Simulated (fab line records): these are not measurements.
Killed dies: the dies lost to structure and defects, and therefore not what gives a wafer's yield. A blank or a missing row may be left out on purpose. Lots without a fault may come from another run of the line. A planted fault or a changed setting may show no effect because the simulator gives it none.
Split-lot study    flow sky130    on a route of 708 steps: 5 lots, 23 wafers read

## ABOUT THE SPLIT
At SKY_METAL4_METAL_ETCH_18 (etches the open film in Cl2/BCl3, stops on SiO2, target depth 845 nm, time 183.1 s), the setting time s was moved away from the recipe's 183.1 s on 11 of the 23 wafers read, by -9.7% to +8.8%. The other wafers ran this setting at the recipe's value.

The file shows no step between the split and the reading.

## THE READING
oes product au, in a.u., at SKY_METAL4_STRIP_19 (strips in O2/N2). Typical for fault-free wafers on this fab line: 0.504 a.u., with standard deviation 0.0057 a.u.

wafer   tool, chamber at the split  time s as run, s  against the recipe  oes product au, a.u.  against lot-mates on the recipe
L074.2  rie metal-01, 1             183.1             recipe              0.505                 -
L074.3  rie metal-01, 0             183.1             recipe              0.513                 -
L074.4  rie metal-01, 1             183.1             recipe              0.509                 -
L075.1  rie metal-02, 0             199.3             +8.8%               0.483                 -0.017
L075.2  rie metal-02, 0             183.1             recipe              0.500                 -
L075.3  rie metal-02, 0             183.1             recipe              0.499                 -
L075.5  rie metal-02, 0             199.3             +8.8%               0.484                 -0.016
L075.6  rie metal-02, 0             199.3             +8.8%               0.487                 -0.013
L080.1  rie metal-01, 1             183.1             recipe              0.508                 -
L080.2  rie metal-01, 0             183.1             recipe              0.499                 -
L080.3  rie metal-01, 1             165.3             -9.7%               0.536                 +0.032
L080.4  rie metal-01, 0             165.3             -9.7%               0.526                 +0.022
L080.5  rie metal-01, 0             165.3             -9.7%               0.522                 +0.018
L083.1  rie metal-02, 0             183.1             recipe              0.492                 -
L083.2  rie metal-02, 1             183.1             recipe              0.505                 -
L083.3  rie metal-02, 0             167               -8.8%               0.519                 +0.021
L083.5  rie metal-02, 0             167               -8.8%               0.521                 +0.023
L083.6  rie metal-02, 1             183.1             recipe              0.497                 -
L085.1  rie metal-02, 0             197.4             +7.8%               0.478                 -0.024
L085.2  rie metal-02, 1             197.4             +7.8%               0.486                 -0.016
L085.3  rie metal-02, 1             183.1             recipe              0.495                 -
L085.4  rie metal-02, 0             197.4             +7.8%               0.484                 -0.018
L085.6  rie metal-02, 0             183.1             recipe              0.509                 -

THE FIT
A straight line over all 23 wafers: oes product au changes by -0.00233 a.u. for each +1% of time s; r = -0.93; the points scatter about the line by 0.0057 a.u.
The same after taking each lot's own level away (the mean of its wafers on the recipe; 23 wafers): -0.00228 a.u. for each +1%; r = -0.95; scatter 0.0049 a.u.
According to that fit, moving time s by its largest amount changes the reading by 0.022 a.u.
The span of the lots' own levels, 0.4980 to 0.5090 a.u., comes to 1.9 times the standard deviation stated above.
Consequently the slope shifts little with the lot-to-lot level, the two slopes agreeing.
Check: +0.0214 a.u. against its lot-mates is what the line predicts for one of the wafers moved furthest among these (-9.7%) when that wafer is left out of the fit. Against them it came out at +0.0325 a.u.

## THE WHOLE CHAIN: every reading that the file lists as answering this split, in the file's order
step                      what it does                                                                        reading                                                                              change (the file's fit)                    r (the file's)
SKY_METAL4_METAL_ETCH_18  etches the open film in Cl2/BCl3, stops on SiO2, target depth 845 nm, time 183.1 s  KrF-thick_of_METAL4_COAT_08.thk nm (the simulator's own value, which no gauge read)  -5.84 nm for each +1% of the setting       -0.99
SKY_METAL4_STRIP_19       strips in O2/N2                                                                     oes product au                                                                       -0.00231 a.u. for each +1% of the setting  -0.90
SKY_METAL4_STRIP_19       strips in O2/N2                                                                     strip time to endpoint s                                                             withheld for each +1% of the setting       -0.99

## THE FILE'S OWN FIT
oes product au changes by -0.00231 a.u. for each +1% of time s, r = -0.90.
